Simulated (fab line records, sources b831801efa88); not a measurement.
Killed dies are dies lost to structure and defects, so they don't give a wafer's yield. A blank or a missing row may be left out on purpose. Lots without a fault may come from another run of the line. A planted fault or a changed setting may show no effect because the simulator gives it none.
Which tool did it? | flow sky130 | 13 lots, 39 wafers sampled, at 4 steps of a route of 708

WHAT THE GAUGES READ, wafer by wafer
SKY_NWELL_OVL_MEAS_10.
lot  | measured    | on         | NWELL_00_OVL (nm)
L807 | day 4 14:15 | overlay-02 | 0.4 -0.9 -0.6
L809 | day 5 04:27 | overlay-01 | -0.1 -0.8 -0.4
L810 | day 5 09:08 | overlay-02 | -1.3 -0.8 -2.1
L811 | day 5 14:03 | overlay-01 | -0.4 -2.0 0.7
L812 | day 5 19:35 | overlay-01 | -0.3 -3.2 2.2
L813 | day 6 01:17 | overlay-01 | -1.6 -1.8 -1.1
L815 | day 6 13:54 | overlay-01 | -0.7 -2.4 -1.0
L816 | day 6 15:33 | overlay-02 | -1.1 -2.3 -1.2
L822 | day 8 05:21 | overlay-01 | -2.8 -2.9 -3.2
L823 | day 8 11:11 | overlay-01 | -3.1 -0.7 -1.6
L825 | day 9 06:45 | overlay-01 | -0.6 -1.3 -0.2
L827 | day 9 12:11 | overlay-01 | 1.2 1.0 1.5
L828 | day 9 19:35 | overlay-02 | -0.4 -0.1 -0.3

SKY_VT_ADJUST_LVTN_OVL_MEAS_18.
lot  | measured     | on         | VT_ADJUST_LVTN_01_OVL (nm)
L807 | day 7 18:05  | overlay-02 | -2.5 -3.0 -1.2
L809 | day 8 08:48  | overlay-01 | -0.7 0.7 0.4
L810 | day 8 15:34  | overlay-02 | -0.8 1.0 -0.5
L811 | day 8 21:28  | overlay-01 | 0.7 2.5 1.0
L812 | day 9 03:00  | overlay-02 | 0.0 -0.6 0.5
L813 | day 9 11:48  | overlay-01 | -0.8 -0.3 -0.4
L815 | day 10 01:01 | overlay-01 | -1.5 -1.4 -0.8
L816 | day 10 04:07 | overlay-02 | 1.2 -1.0 -0.8
L822 | day 11 22:34 | overlay-01 | 2.5 -1.0 2.5
L823 | day 12 07:44 | overlay-01 | -1.3 -2.8 -1.8
L825 | day 13 05:21 | overlay-02 | -0.3 -0.8 0.5
L827 | day 13 13:08 | overlay-01 | -1.3 -1.0 -0.7
L828 | day 13 22:00 | overlay-02 | -1.7 -1.1 0.4

SKY_POLY_GATE_THK_MEAS_04.
lot  | measured     | on            | POLY_GATE_CVD_03_THK (nm)
L807 | day 15 06:31 | film_metro-01 | 74.0 74.0 74.2
L809 | day 16 00:31 | film_metro-02 | 74.7 74.7 75.2
L810 | day 16 11:40 | film_metro-04 | 74.8 75.5 75.4
L811 | day 17 00:56 | film_metro-04 | 76.4 75.5 76.0
L812 | day 17 07:27 | film_metro-01 | 75.1 74.6 74.5
L813 | day 17 16:39 | film_metro-04 | 75.2 75.8 75.5
L815 | day 18 05:49 | film_metro-02 | 74.3 74.7 74.3
L816 | day 18 05:49 | film_metro-04 | 74.4 74.3 74.9
L822 | day 20 19:32 | film_metro-01 | 76.6 76.3 76.3
L823 | day 21 05:53 | film_metro-02 | 75.5 76.0 76.0
L825 | day 22 05:40 | film_metro-02 | 73.9 73.2 73.9
L827 | day 22 15:04 | film_metro-04 | 75.0 74.9 74.8
L828 | day 22 23:03 | film_metro-02 | 74.7 75.6 75.9

WHICH TOOL RAN EACH LOT (tool, then ch and the chambers of the sampled wafers, then the start)
lot  | SKY_SONOS_ONO_ETCH_15
L807 | rie_diel-04 ch 2,3, day 12 16:28
L809 | rie_diel-04 ch 0,1,2, day 13 09:07
L810 | rie_diel-01 ch 0,2,3, day 13 16:32
L811 | rie_diel-01 ch 1,2, day 14 03:41
L812 | rie_diel-04 ch 0,1,2, day 14 10:21
L813 | rie_diel-03 ch 1,2,3, day 14 20:13
L815 | rie_diel-04 ch 1,2, day 15 09:37
L816 | rie_diel-03 ch 0,2,3, day 15 12:08
L822 | rie_diel-01 ch 2,3, day 17 20:59
L823 | rie_diel-01 ch 1,2,3, day 18 05:25
L825 | rie_diel-04 ch 0,1,3, day 19 07:13
L827 | rie_diel-04 ch 0,1,2, day 19 19:13
L828 | rie_diel-03 ch 1,2,3, day 20 02:54
- SKY_SONOS_ONO_ETCH_15: etches the open film in CHF3/O2, target depth 19.52 nm, time 7.8 s.

WHAT THE TOOLS THEMSELVES READ (means of the sampled wafers that have a number; where no wafer has one, the mark that the record gives instead)
SKY_SONOS_ONO_ETCH_15.
lot  | tool        | O2_flow_sccm (sccm) | drypump_motor_current_A (A) | oes_product_au (a.u.) | rf_fwd_power_W (W) | throttle_valve_pct (%)
L807 | rie_diel-04 | 5.004               | 5.53                        | 1.009                 | 592                | 8.832
L809 | rie_diel-04 | 5.004               | 5.89                        | 1.005                 | 589                | 8.831
L810 | rie_diel-01 | 4.991               | 5.81                        | 0.997                 | 589                | 8.825
L811 | rie_diel-01 | 4.983               | 6.00                        | 0.998                 | 584                | 8.830
L812 | rie_diel-04 | 4.989               | 5.88                        | 1.001                 | 591                | 8.826
L813 | rie_diel-03 | 5.006               | 5.54                        | 1.004                 | 589                | 8.830
L815 | rie_diel-04 | 4.991               | 5.63                        | 0.998                 | 587                | 8.818
L816 | rie_diel-03 | 4.984               | 5.68                        | 1.008                 | 588                | 8.825
L822 | rie_diel-01 | 5.015               | 5.97                        | 1.025                 | 654                | 8.830
L823 | rie_diel-01 | 5.010               | 6.03                        | 1.021                 | 619                | 8.825
L825 | rie_diel-04 | 5.001               | 5.95                        | 1.010                 | 592                | 8.826
L827 | rie_diel-04 | 5.013               | 5.86                        | 1.002                 | 589                | 8.829
L828 | rie_diel-03 | 5.005               | 5.54                        | 0.995                 | 586                | 8.825

THE ANSWER, worked out from the rows above alone
Rule: what is usual is taken from the lots themselves. Put in order of their means at a reading, lots are off if they are a third of the lots or fewer, leave a main group of 4 or more, and stand apart from it by a gap of 3 or more times the standard deviation of the main group's means; of several such gaps the widest counts. A main group whose means are all the same, to the digits that the tables above print for the reading, isn't used. A lot without any number at a reading at which 4 lots or more have one is off too. The other lots that the step has rows for count as sound. The gauges are gone through in route order, then the tools' own readings, and for those a lot's mean is taken as printed above. The first step at which some lot is off is used, and at that step the reading that is off furthest; a lot without a number counts as furthest.
Off: L822, L823, at SKY_SONOS_ONO_ETCH_15 (rf_fwd_power_W). The main group: mean 589 W, standard deviation 2.3.
A tool fits if, at that step or a process step before it, it ran every lot that is off, and no sound lot after the first of them. One fits: rie_diel-01 at SKY_SONOS_ONO_ETCH_15. Its last sound lot is L811 (day 14 03:41), its first lot that is off L822 (day 17 20:59): a fault that began between those two fits.
The tool's own readings at SKY_SONOS_ONO_ETCH_15 bear it out: on the lots that are off they differ by more than 5 times the standard deviation of the sound lots' means. rf_fwd_power_W reads 636 W there against 589 W on the sound lots.

WHAT THE SIMULATOR HAD PUT IN
Process parameter drift: rie_diel-01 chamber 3, from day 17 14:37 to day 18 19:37, at SKY_SONOS_ONO_ETCH_15. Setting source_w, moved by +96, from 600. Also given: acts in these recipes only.
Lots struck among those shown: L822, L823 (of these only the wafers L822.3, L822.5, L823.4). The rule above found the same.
